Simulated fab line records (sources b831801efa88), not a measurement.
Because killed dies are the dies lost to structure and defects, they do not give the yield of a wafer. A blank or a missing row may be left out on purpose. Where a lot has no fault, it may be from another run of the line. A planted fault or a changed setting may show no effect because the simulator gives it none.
One fault seen from 2 desks || flow gf180mcu || numbers are kept per desk, each desk with only its own; the story behind them comes last

## AT THE METROLOGY DESK
What the gauges read for every lot (on any tool): the sampled wafers with a number, averaged. The brackets show how far a lot's mean lies from the usual mean; more than 4 standard deviations puts the lot out of limits, marked OUT.
Columns: A = cd nm at GF_PSD_CD_MEAS_07, usual 400.7 nm
{"lot": "L368", "first seen here": "day 15 06:49", "A": 396.6}
{"lot": "L370", "first seen here": "day 15 16:17", "A": 401.4}
{"lot": "L371", "first seen here": "day 15 18:53", "A": 399.4}
{"lot": "L373", "first seen here": "day 16 07:08", "A": 399.5}
{"lot": "L372", "first seen here": "day 16 10:14", "A": 398.4}
{"lot": "L375", "first seen here": "day 16 23:44", "A": 402.3}
{"lot": "L374", "first seen here": "day 17 08:51", "A": 403.7}
{"lot": "L378", "first seen here": "day 18 00:43", "A": 400.2}
{"lot": "L379", "first seen here": "day 18 08:41", "A": 401.0}
{"lot": "L383", "first seen here": "day 19 18:37", "A": 400.5}
{"lot": "L388", "first seen here": "day 21 09:40", "A": 402.3}
{"lot": "L389", "first seen here": "day 21 17:13", "A": 405.2}
{"lot": "L390", "first seen here": "day 21 22:57", "A": 399.6}
Finding of this desk: none of the 13 lots has anything out of limits.

## TOOL OWNER'S DESK, cmp-02
The tool's own readings at GF_CONTACT_CMP_04 (polishes SiO2): means of the sampled wafers that have a number, for each lot that ran on this tool. The brackets show how far a lot's mean lies from the usual mean; more than 4 standard deviations puts the lot out of limits, marked OUT.
Columns: A = edge zone pressure frac at GF_CONTACT_CMP_04, usual 0.999; B = head pressure psi at GF_CONTACT_CMP_04, usual 4.000 psi; C = motor current A at GF_CONTACT_CMP_04, usual 11.3 A; D = platen rpm at GF_CONTACT_CMP_04, usual 59.99 rpm; E = time to endpoint s at GF_CONTACT_CMP_04, usual 110 s
{"lot": "L368", "first seen here": "day 16 06:40", "A": 1.004, "B": 3.995, "C": 11.7, "D": 60.03, "E": 102}
{"lot": "L370", "first seen here": "day 16 15:47", "A": 0.999, "B": 4.009, "C": 11.5, "D": 60.01, "E": 108}
{"lot": "L371", "first seen here": "day 16 18:36", "A": 0.995, "B": 3.999, "C": 11.9, "D": 59.99, "E": 110}
{"lot": "L375", "first seen here": "day 18 01:55", "A": 1.000, "B": 4.005, "C": 11.9, "D": 59.97, "E": 113}
{"lot": "L383", "first seen here": "day 20 20:58", "A": 0.997, "B": 3.993, "C": 11.6, "D": 60.00, "E": 103}
{"lot": "L389", "first seen here": "day 22 18:29", "A": 0.997, "B": 3.997, "C": 11.2, "D": 59.98, "E": 107}
{"lot": "L390", "first seen here": "day 23 00:20", "A": 1.002, "B": 4.000, "C": 11.7, "D": 59.97, "E": 114}
Finding of this desk: none of the 7 lots has anything out of limits.

## BROUGHT TOGETHER
From the metrology desk's view, nothing was out of limits.
Nothing out of limits was seen by the tool owner's desk.

## WHAT THE SIMULATOR HAD PUT IN
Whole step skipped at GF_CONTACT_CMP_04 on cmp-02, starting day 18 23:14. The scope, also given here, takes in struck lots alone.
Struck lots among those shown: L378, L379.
